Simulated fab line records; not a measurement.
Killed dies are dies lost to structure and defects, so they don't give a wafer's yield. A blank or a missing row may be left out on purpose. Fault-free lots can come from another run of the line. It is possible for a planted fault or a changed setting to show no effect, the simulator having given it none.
The tool behind it: which one? | flow sky130 | 9 lots with 27 wafers sampled at 6 steps, on a route of 708 steps

== WHAT THE GAUGES READ, wafer by wafer ==
SKY_CAP2M_RS_MEAS_03: measurement is done with a four-point probe. Usual: CAP2M_TIN_RS 6.91 ohm/sq, standard deviation 0.074.
lot  | measured     | on            | CAP2M_TIN_RS (ohm/sq) | flag
L733 | day 40 18:05 | film_metro-03 | 6.92 6.88 7.03        |
L734 | day 41 07:31 | film_metro-01 | 6.79 6.81 6.81        |
L737 | day 42 04:37 | film_metro-04 | 7.02 6.93 7.01        |
L739 | day 42 17:46 | film_metro-01 | 6.92 6.88 6.90        |
L744 | day 44 10:07 | film_metro-03 | 7.42 7.53 7.45        | OFF
L747 | day 44 23:16 | film_metro-04 | 7.44 7.51 7.36        | OFF
L748 | day 45 06:03 | film_metro-01 | 6.93 7.01 6.99        |
L750 | day 45 08:22 | film_metro-04 | 6.86 6.92 6.82        |
L751 | day 45 18:44 | film_metro-03 | 6.90 6.97 6.93        |

SKY_CAP2M_THK_MEAS_04: measures by xrf. Usual: CAP2M_TIN_THK 197.8 nm, standard deviation 2.1.
lot  | measured     | on            | CAP2M_TIN_THK (nm) | flag
L733 | day 40 18:11 | film_metro-03 | 196.9 198.9 194.1  |
L734 | day 41 07:37 | film_metro-01 | 200.6 199.7 199.2  |
L737 | day 42 04:44 | film_metro-04 | 195.6 197.4 195.1  |
L739 | day 42 17:53 | film_metro-01 | 197.6 200.0 199.1  |
L744 | day 44 10:14 | film_metro-03 | 185.1 181.9 183.7  | OFF
L747 | day 44 23:23 | film_metro-04 | 184.1 182.9 185.6  | OFF
L748 | day 45 06:10 | film_metro-01 | 196.4 194.7 196.0  |
L750 | day 45 08:28 | film_metro-04 | 199.6 198.3 199.7  |
L751 | day 45 18:51 | film_metro-03 | 198.9 196.5 197.6  |

== WHICH TOOL RAN EACH LOT (tool, then ch and the chambers of the sampled wafers, then the start) ==
lot  | SKY_METAL3_STRIP_19                  | SKY_METAL4_SPUTTER_02        | SKY_METAL4_SPUTTER_04        | SKY_CAP2M_SPUTTER_02
L733 | plasma_asher-04 ch 0,1, day 39 14:07 | pvd_sputter-03, day 40 17:46 | pvd_sputter-03, day 40 17:49 | pvd_sputter-01, day 40 17:57
L734 | plasma_asher-04 ch 0, day 40 04:52   | pvd_sputter-02, day 41 07:11 | pvd_sputter-02, day 41 07:15 | pvd_sputter-04, day 41 07:23
L737 | plasma_asher-04 ch 0, day 41 02:32   | pvd_sputter-02, day 42 04:19 | pvd_sputter-02, day 42 04:22 | pvd_sputter-04, day 42 04:30
L739 | plasma_asher-04 ch 0,1, day 41 14:17 | pvd_sputter-04, day 42 17:28 | pvd_sputter-04, day 42 17:31 | pvd_sputter-01, day 42 17:40
L744 | plasma_asher-03 ch 0,1, day 43 08:50 | pvd_sputter-02, day 44 09:49 | pvd_sputter-02, day 44 09:52 | pvd_sputter-04, day 44 10:01
L747 | plasma_asher-04 ch 0,1, day 43 21:41 | pvd_sputter-02, day 44 22:57 | pvd_sputter-02, day 44 23:01 | pvd_sputter-04, day 44 23:08
L748 | plasma_asher-02 ch 0,1, day 44 05:02 | pvd_sputter-03, day 45 05:45 | pvd_sputter-03, day 45 05:49 | pvd_sputter-02, day 45 05:56
L750 | plasma_asher-03 ch 0,1, day 44 07:35 | pvd_sputter-04, day 45 08:02 | pvd_sputter-04, day 45 08:06 | pvd_sputter-02, day 45 08:14
L751 | plasma_asher-02 ch 0,1, day 44 18:20 | pvd_sputter-04, day 45 18:26 | pvd_sputter-04, day 45 18:29 | pvd_sputter-01, day 45 18:37
- SKY_METAL3_STRIP_19: strips in O2/N2.
- SKY_METAL4_SPUTTER_02: material AlCu, target thk 735 nm, time 39.1 s.
- SKY_METAL4_SPUTTER_04: material TiN, target thk 70 nm, time 58.3 s.
- SKY_CAP2M_SPUTTER_02: material TiN, target thk 200 nm, time 166.7 s.

== AS READ BY THE TOOLS THEMSELVES (means over the sampled wafers that have a number; for cases with no such wafer, the mark the record gives instead) ==
SKY_METAL3_STRIP_19. Usual: drypump_motor_current_A 5.9 A, standard deviation 0.35; oes_product_au 0.502 a.u., standard deviation 0.0063; strip_time_to_endpoint_s 6.52 s, standard deviation 0.11.
lot  | tool            | drypump_motor_current_A (A) | oes_product_au (a.u.) | strip_time_to_endpoint_s (s) | flag
L733 | plasma_asher-04 | 5.7                         | 0.506                 | 6.60                         |
L734 | plasma_asher-04 | 5.4                         | 0.498                 | 6.57                         |
L737 | plasma_asher-04 | 5.4                         | 0.505                 | 6.58                         |
L739 | plasma_asher-04 | 6.0                         | 0.501                 | 6.55                         |
L744 | plasma_asher-03 | 5.7                         | 0.504                 | 6.52                         |
L747 | plasma_asher-04 | 5.7                         | 0.498                 | 6.45                         |
L748 | plasma_asher-02 | 5.8                         | 0.500                 | 6.45                         |
L750 | plasma_asher-03 | 5.9                         | 0.510                 | 6.63                         |
L751 | plasma_asher-02 | 6.0                         | 0.501                 | 6.36                         |

SKY_METAL4_SPUTTER_02. Usual: chamber_pressure_pa 0.3999 Pa, standard deviation 0.00081; throttle_valve_pct 30.2 %, standard deviation 0.75.
lot  | tool           | chamber_pressure_pa (Pa) | throttle_valve_pct (%) | flag
L733 | pvd_sputter-03 | 0.3994                   | 30.1                   |
L734 | pvd_sputter-02 | 0.4000                   | 29.4                   |
L737 | pvd_sputter-02 | 0.3995                   | 29.6                   |
L739 | pvd_sputter-04 | 0.4005                   | 31.1                   |
L744 | pvd_sputter-02 | 0.4000                   | 29.4                   |
L747 | pvd_sputter-02 | 0.4002                   | 28.9                   |
L748 | pvd_sputter-03 | 0.4004                   | 30.5                   |
L750 | pvd_sputter-04 | 0.3998                   | 30.3                   |
L751 | pvd_sputter-04 | 0.4004                   | 31.1                   |

SKY_METAL4_SPUTTER_04. Usual: chamber_pressure_pa 0.3999 Pa, standard deviation 0.00079; throttle_valve_pct 30.2 %, standard deviation 0.76.
lot  | tool           | chamber_pressure_pa (Pa) | throttle_valve_pct (%) | flag
L733 | pvd_sputter-03 | 0.3993                   | 30.1                   |
L734 | pvd_sputter-02 | 0.3995                   | 29.4                   |
L737 | pvd_sputter-02 | 0.3998                   | 29.6                   |
L739 | pvd_sputter-04 | 0.4000                   | 31.3                   |
L744 | pvd_sputter-02 | 0.3995                   | 29.4                   |
L747 | pvd_sputter-02 | 0.4000                   | 28.8                   |
L748 | pvd_sputter-03 | 0.3998                   | 30.4                   |
L750 | pvd_sputter-04 | 0.3999                   | 30.3                   |
L751 | pvd_sputter-04 | 0.4006                   | 31.0                   |

SKY_CAP2M_SPUTTER_02. Usual: chamber_pressure_pa 0.3999 Pa, standard deviation 0.00083; throttle_valve_pct 30.2 %, standard deviation 1.1.
lot  | tool           | chamber_pressure_pa (Pa) | throttle_valve_pct (%) | flag
L733 | pvd_sputter-01 | 0.3993                   | 29.8                   |
L734 | pvd_sputter-04 | 0.3996                   | 30.6                   |
L737 | pvd_sputter-04 | 0.4010                   | 30.7                   |
L739 | pvd_sputter-01 | 0.4000                   | 30.2                   |
L744 | pvd_sputter-04 | 0.6113                   | 25.1                   | OFF
L747 | pvd_sputter-04 | 0.6117                   | 25.1                   | OFF
L748 | pvd_sputter-02 | 0.4002                   | 29.6                   |
L750 | pvd_sputter-02 | 0.3995                   | 29.6                   |
L751 | pvd_sputter-01 | 0.3999                   | 30.2                   |

== THE ANSWER, worked out from the rows above alone ==
Rule: lot off if the mean of its wafers having a number is beyond 3 standard deviations from the usual mean. A lot without any number at a reading at which 4 lots or more have one is off too. All remaining lots with rows at the step are treated as sound. After the gauges, taken in route order, come the tools' own readings; for these a lot's mean is taken, as printed above. At the first step where some lot is off, the reading lying furthest off is the one used; lots without a number count as furthest.
Off: L744, L747, seen at SKY_CAP2M_RS_MEAS_03 (CAP2M_TIN_RS).
A tool fits if, at a process step before that reading, it ran every lot that is off, and no sound lot after the first of them. The gauges at SKY_CAP2M_RS_MEAS_03 aren't tried: what is off there is off at SKY_CAP2M_SPUTTER_02 too, on other tools, and a gauge's error can't cause that. Can't be told from this: 2 tools fit, pvd_sputter-02 at SKY_METAL4_SPUTTER_02 and SKY_METAL4_SPUTTER_04, pvd_sputter-04 at SKY_CAP2M_SPUTTER_02.

== WHAT THE SIMULATOR PUT IN ==
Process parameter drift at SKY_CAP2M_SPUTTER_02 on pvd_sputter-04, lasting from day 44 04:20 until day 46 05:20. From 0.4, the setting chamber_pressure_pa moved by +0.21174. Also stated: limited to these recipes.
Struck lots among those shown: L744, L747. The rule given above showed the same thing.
